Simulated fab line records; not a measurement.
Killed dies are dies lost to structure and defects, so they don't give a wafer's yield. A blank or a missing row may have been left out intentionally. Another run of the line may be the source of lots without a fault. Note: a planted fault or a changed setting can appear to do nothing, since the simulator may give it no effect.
Split-lot experiment + flow sky130 + 23 wafers read from 5 lots, route of 708 steps

== THE SPLIT ==
At SKY_SD_P_DEVELOP_06 (develop time 60 s), the setting develop-time-s was moved away from the recipe's 60 s on 4 of the 23 wafers read, by +9.4% to +11.8%. This setting was run at the recipe's value on the other wafers.

There is no step in the file separating the split from the reading.

== THE READING ==
Shown in nm: cd-nm at SKY_SD_P_CD_MEAS_07, with target cd 380 nm. A value of 380.1 nm with a standard deviation of 2 nm is what fault-free wafers of this fab line usually give.

| wafer  | tool, chamber at the split | develop-time-s as run, s | against the recipe | cd-nm, nm | against lot-mates on the recipe |
|--------|----------------------------|--------------------------|--------------------|-----------|---------------------------------|
| L075.1 | litho-track-04, 0          | 60                       | recipe             | 379.2     | -                               |
| L075.2 | litho-track-04, 0          | 60                       | recipe             | 380.9     | -                               |
| L075.3 | litho-track-04, 0          | 60                       | recipe             | 377.5     | -                               |
| L075.4 | litho-track-04, 0          | 60                       | recipe             | 381.2     | -                               |
| L075.6 | litho-track-04, 0          | 60                       | recipe             | 380.0     | -                               |
| L078.1 | litho-track-03, 0          | 60                       | recipe             | 381.2     | -                               |
| L078.2 | litho-track-03, 0          | 60                       | recipe             | 381.7     | -                               |
| L078.3 | litho-track-03, 0          | 60                       | recipe             | 382.6     | -                               |
| L078.4 | litho-track-03, 0          | 60                       | recipe             | 383.5     | -                               |
| L078.6 | litho-track-03, 0          | 60                       | recipe             | 382.2     | -                               |
| L079.2 | litho-track-01, 0          | 65.64                    | +9.4%              | 387.1     | +11.4                           |
| L079.3 | litho-track-01, 0          | 60                       | recipe             | 374.7     | -                               |
| L079.4 | litho-track-01, 0          | 60                       | recipe             | 375.7     | -                               |
| L079.5 | litho-track-01, 0          | 60                       | recipe             | 376.7     | -                               |
| L079.6 | litho-track-01, 0          | 65.64                    | +9.4%              | 385.4     | +9.7                            |
| L080.1 | litho-track-03, 0          | 60                       | recipe             | 376.9     | -                               |
| L080.5 | litho-track-03, 0          | 60                       | recipe             | 379.5     | -                               |
| L080.6 | litho-track-03, 0          | 60                       | recipe             | 380.6     | -                               |
| L081.1 | litho-track-01, 0          | 60                       | recipe             | 378.3     | -                               |
| L081.2 | litho-track-01, 0          | 60                       | recipe             | 379.6     | -                               |
| L081.4 | litho-track-01, 0          | 67.09                    | +11.8%             | 389.5     | +10.2                           |
| L081.5 | litho-track-01, 0          | 67.09                    | +11.8%             | 390.5     | +11.2                           |
| L081.6 | litho-track-01, 0          | 60                       | recipe             | 379.9     | -                               |

THE FIT
A straight line over all 23 wafers: cd-nm changes by +0.818 nm for each +1% of develop-time-s; r = +0.83; the points scatter about the line by 2.3 nm.
The same after taking each lot's own level away (the mean of its wafers on the recipe; 23 wafers): +0.989 nm for each +1%; r = +0.96; scatter 1.2 nm.
The reading moves by 12 nm for the largest change in develop-time-s, on that fit.
The span of the lots' own levels, 375.70 to 382.24 nm, comes to 3.3 times the standard deviation stated above.
So the lot-to-lot level changes the slope: the two fits differ.
Check: +12.4 nm against its lot-mates is what the line predicts for one of the wafers moved furthest among these (+11.8%) when that wafer is left out of the fit. It came out at +10.2 nm against them.

== ADDITIONAL SPLITS CARRIED BY THESE WAFERS ==
Note: prior to the reading, these wafers also went through further splits. Each is held against what the fit with the lots' levels taken away leaves over:
| other split on the same wafers    | wafers away from the commonest value | r with cd-nm (lot level and that fit taken away) |
|-----------------------------------|--------------------------------------|--------------------------------------------------|
| SKY_LDD_LDN_IMPLANT_09 energy-kev | 6                                    | +0.16                                            |
| SKY_SPACER_CVD_00 pressure-mtorr  | 15                                   | -0.22                                            |

== FILE'S OWN FIT ==
cd-nm changes by +0.989 nm for each +1% of develop-time-s, r = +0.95.
